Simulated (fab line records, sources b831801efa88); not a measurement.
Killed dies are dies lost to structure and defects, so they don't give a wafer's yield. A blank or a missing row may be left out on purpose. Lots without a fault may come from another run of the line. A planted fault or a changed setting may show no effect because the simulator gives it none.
fab line records | flow sky130 | part 2 of 2: steps 29 to 38 of 38
record lots=5 wafers=15 last_day=49
route steps=708 shown METAL3@561 VIA3@573 METAL4@598
lots that met no fault: from a run of the same line without faults
start_h: hours from the record's first day to the start of the lot's first wafer shown | wait_h: hours since the lot's step before | " the same as in the row above | L1.1+2: a row that stands for several wafers | - no value, or no start given | * or withheld: withheld | < > ~ a bound
route shown NAME@n: a module of which the file shows steps, and the number in the route of the first | usual: mean/standard deviation of fault-free wafers | same: alike in all rows | chamber/n: place in a boat | sites: the reading at each site | _std_site: their standard deviation | _edge_site: outer sites' mean less inner sites' | radius_mm: how far each site lies from the wafer's centre | mask NAME#n: copy n | behind: the tool/chamber that last shaped the wafer | hold: why the lot was held/for how many hours/how that ended | device: the transistor (n, p or np) that didn't switch | end of line: the same wafers' tests at the end of the route | a step without rows: its recipe alone | killed: dies lost to structure and defects at the first sort, not the wafer's yield | map: a wafer's dies, x killed, . not, _ none there
set.NAME: the setting as run; set.NAME@STEP: as run at that earlier step | model.NAME: the simulator's own value behind a step, which no gauge read
lots at some steps of the route; a table a step, a row a wafer
services: from which hour (start_h, from the record's first day; less than 0 if before it) a tool's chamber was out of use, for how many hours, and why
## steps
# step SKY_VIA3_STRIP_16
# recipe chemistry=O2/N2 power_w=1400 pressure_mtorr=1500 platen_temp_c=withheld o2_flow_sccm=3000 n2_flow_sccm=300 overash_fraction=0.5
# usual drypump_motor_current_A=5.56/0.21 oes_product_au=0.402/0.0046 strip_time_to_endpoint_s=4.123/0.029
# columns lot.wafer tool chamber start_h wait_h drypump_motor_current_A oes_product_au rf_hours_counter_h strip_time_to_endpoint_s
L076.2 plasma_asher-02 0 943.53 0.0 5.68 0.398 19 4.105
L076.3 " 0 " " 5.63 0.391 - 4.105
L076.6 " 1 " " 5.51 0.398 - 4.130
L079.1 plasma_asher-02 1 968.77 0.0 5.53 0.408 22 4.118
L079.3 " 1 " " 5.52 0.396 - 4.079
L079.5 " 0 " " 5.67 0.400 - 4.145
L086.1 plasma_asher-02 1 1023.30 0.0 5.54 0.398 27 4.127
L086.2 " 0 " " 5.68 0.396 27 4.097
L086.3 " 1 " " 5.53 0.407 - 4.172
L088.1 plasma_asher-04 0 1041.03 0.0 5.78 0.398 62 4.127
L088.4 " 0 " " 5.79 0.407 - 4.161
L088.6 " 1 " " 5.73 0.406 - 4.127
L092.1 plasma_asher-04 0 1057.28 0.0 5.80 0.403 64 4.119
L092.3 " 1 " " 5.75 0.397 - 4.090
L092.6 " 1 " " 5.76 0.402 - 4.059
# step SKY_VIA3_STRIP_17
# recipe chemistry=post_etch_residue_remover time_s=1200 temp_c=72.5
# same time_s=1200
# columns lot.wafer tool chamber start_h wait_h
L076.2+3+6 wet_bench-04 0 943.63 0.1
L079.1+3+5 wet_bench-04 1 968.87 0.1
L086.1+2+3 wet_bench-04 2 1023.40 0.1
L088.1+4+6 wet_bench-02 3 1041.13 0.1
L092.1+3+6 wet_bench-02 3 1057.38 0.1
# step SKY_VIA3_CLEAN_18
# recipe chemistry=IPA time_s=180 temp_c=25
# same time_s=180
# columns lot.wafer tool chamber start_h wait_h
L076.2+3+6 wet_bench-03 3 943.98 0.0
L079.1+3+5 wet_bench-03 3 969.25 0.0
L086.1+2+3 wet_bench-03 2 1023.75 0.0
L088.1+4+6 wet_bench-04 2 1041.51 0.0
L092.1+3+6 wet_bench-04 2 1057.76 0.0
# step SKY_VIA3_CLEAN_19
# recipe chemistry=O3/DIW dry=n2_spin
# columns lot.wafer tool chamber start_h wait_h
L076.2+3+6 wet_bench-02 0 944.03 0.0
L079.1+3+5 wet_bench-04 2 969.30 0.0
L086.1+2+3 wet_bench-02 0 1023.80 0.0
L088.1+4+6 wet_bench-03 0 1041.56 0.0
L092.1+3+6 wet_bench-02 2 1057.82 0.0
# step SKY_VIA3_SPUTTER_20
# recipe material=TiN target_thk_nm=20 chamber_pressure_pa=5 power_w=4000 time_s=80
# usual throttle_valve_pct=29.5/0.96
# same time_s=80
# columns lot.wafer tool chamber start_h wait_h throttle_valve_pct
L076.2 pvd_sputter-04 - 944.13 0.0 30.9
L076.3 " - " " 28.3
L076.6 " - " " 30.6
L079.1 pvd_sputter-04 - 969.40 0.0 28.1
L079.3 " - " " 30.5
L079.5 " - " " 30.6
L086.1 pvd_sputter-04 - 1023.90 0.0 28.4
L086.2 " - " " 30.9
L086.3 " - " " 29.7
L088.1 pvd_sputter-02 - 1041.66 0.0 29.1
L088.4 " - " " 30.1
L088.6 " - " " 30.0
L092.1 pvd_sputter-03 - 1057.92 0.0 30.9
L092.3 " - " " 30.0
L092.6 " - " " 29.8
# step SKY_VIA3_CVD_21
# recipe material=W target_thk_nm=390 time_s=117.31 temp_c=400 pressure_torr=40
# usual heater_power_w=820/28
# same time_s=117.31
# columns lot.wafer tool chamber start_h wait_h heater_power_w
L076.2 cvd_w-01 1 944.19 0.0 812
L076.3 " 1 " " 821
L076.6 " 1 " " 841
L079.1 cvd_w-02 0 969.47 0.0 806
L079.3 " 0 " " 797
L079.5 " 0 " " 803
L086.1 cvd_w-02 1 1023.96 0.0 791
L086.2 " 0 " " 788
L086.3 " 1 " " 797
L088.1 cvd_w-02 0 1041.72 0.0 797
L088.4 " 0 " " 819
L088.6 " 1 " " 790
L092.1 cvd_w-02 0 1057.98 0.0 796
L092.3 " 0 " " 801
L092.6 " 1 " " 770
# step SKY_VIA3_RS_MEAS_22
# recipe thk_meas_gauge=four-point-probe reads=W_of_VIA3_CVD_21+TiN_of_VIA3_SPUTTER_20
# usual VIA3_W_RS=0.2938/0.0027
# columns lot.wafer tool chamber start_h wait_h VIA3_W_RS[ohm/sq]
L076.2 film_metro-03 - 944.33 0.1 0.2983
L076.3 " - " " 0.2982
L076.6 " - " " 0.2934
L079.1 film_metro-03 - 969.59 0.1 0.2925
L079.3 " - " " 0.2944
L079.5 " - " " 0.2965
L086.1 film_metro-03 - 1024.08 0.1 0.2930
L086.2 " - " " 0.2908
L086.3 " - " " 0.2931
L088.1 film_metro-03 - 1041.84 0.1 0.2925
L088.4 " - " " 0.2937
L088.6 " - " " 0.2916
L092.1 film_metro-03 - 1058.10 0.1 0.2940
L092.3 " - " " 0.2973
L092.6 " - " " 0.2925
# step SKY_VIA3_THK_MEAS_23
# recipe thk_meas_gauge=xrf reads=W_of_VIA3_CVD_21
# usual VIA3_W_THK=368/7
# columns lot.wafer tool chamber start_h wait_h VIA3_W_THK[nm]
L076.2 film_metro-03 - 944.44 0.1 368
L076.3 " - " " 368
L076.6 " - " " 374
L079.1 film_metro-03 - 969.71 0.1 374
L079.3 " - " " 369
L079.5 " - " " 366
L086.1 film_metro-03 - 1024.20 0.1 373
L086.2 " - " " 376
L086.3 " - " " 376
L088.1 film_metro-03 - 1041.96 0.1 378
L088.4 " - " " 376
L088.6 " - " " 375
L092.1 film_metro-03 - 1058.22 0.1 373
L092.3 " - " " 370
L092.6 " - " " 378
# step SKY_VIA3_CMP_24
# recipe stop_on=SiO2 t_overpolish_s=20 down_force_psi=3.5 platen_rpm=60 target_thk_nm=0 pad_velocity_m_s=0.94248
# usual motor_current_A=11.1/0.96 overpolish_run_s=20.000/0.0095 time_to_endpoint_s=95/4
# columns lot.wafer tool chamber start_h wait_h motor_current_A overpolish_run_s time_to_endpoint_s
L076.2 cmp-02 2 944.59 0.1 12.1 19.983 89
L076.3 " 3 " " 10.7 20.009 88
L076.6 " 1 " " 11.3 19.999 90
L079.1 cmp-01 3 969.88 0.2 11.6 19.993 96
L079.3 " 0 " " 10.3 20.008 93
L079.5 " 1 " " 11.9 20.003 101
L086.2 cmp-02 2 1024.31 0.1 11.3 19.996 95
L086.1 " 3 " " 10.6 19.999 89
L086.3 " 0 " " 10.7 19.999 94
L088.4 cmp-02 1 1042.02 0.0 12.0 20.001 95
L088.1 " 0 " " 10.7 19.993 97
L088.6 " 2 " " 11.3 19.995 99
L092.3 cmp-02 3 1058.28 0.0 10.9 19.997 89
L092.1 " 0 " " 10.3 20.010 96
L092.6 " 3 " " 10.8 20.005 92
# step SKY_METAL4_SPUTTER_00
# recipe material=Ti target_thk_nm=15 power_w=3000 time_s=9.726 chamber_pressure_pa=0.4
# usual throttle_valve_pct=30.1/0.92
# same time_s=9.726
# columns lot.wafer tool chamber start_h wait_h throttle_valve_pct
L076.2 pvd_sputter-01 - 944.79 0.1 31.1
L076.3 " - " " 31.2
L076.6 " - " " 31.2
L079.1 pvd_sputter-01 - 970.09 0.2 30.9
L079.3 " - " " 31.4
L079.5 " - " " 30.7
L086.1 pvd_sputter-03 - 1024.56 0.1 31.1
L086.2 " - " " 30.1
L086.3 " - " " 29.5
L088.1 pvd_sputter-04 - 1042.32 0.1 30.2
L088.4 " - " " 31.0
L088.6 " - " " 29.8
L092.1 pvd_sputter-04 - 1058.58 0.2 31.0
L092.3 " - " " 28.2
L092.6 " - " " 30.9
## services
# columns tool chamber start_h hours kind
cmp-01 - 897.68 12.8 pm
krf_scanner-01 - 898.33 3.0 pm
rie_diel-01 - 901.19 2.8 pm
cvd_w-02 - 904.00 14.0 pm
rie_diel-03 3 906.55 18.1 repair
cmp-01 - 910.45 3.2 pm
cmp-01 - 913.65 4.0 pm
cmp-01 - 916.41 0.2 repair
rie_diel-03 0 923.31 7.5 repair
rie_diel-01 1 930.33 10.4 repair
cmp-01 - 933.60 4.1 repair
rie_diel-03 - 940.15 0.3 repair
rie_diel-01 2 941.44 3.8 repair
rie_diel-03 2 944.49 10.2 repair
cmp-01 - 950.10 4.2 repair
krf_scanner-01 - 950.25 1.0 pm
krf_scanner-01 - 951.49 0.8 pm
krf_scanner-01 - 953.52 0.7 repair
cmp-01 - 956.83 5.9 pm
cmp-02 - 976.48 2.4 repair
cmp-02 - 989.76 1.4 repair
wet_bench-04 - 990.88 5.0 repair
rie_diel-03 2 996.65 6.9 repair
pvd_sputter-04 - 1016.84 0.5 repair
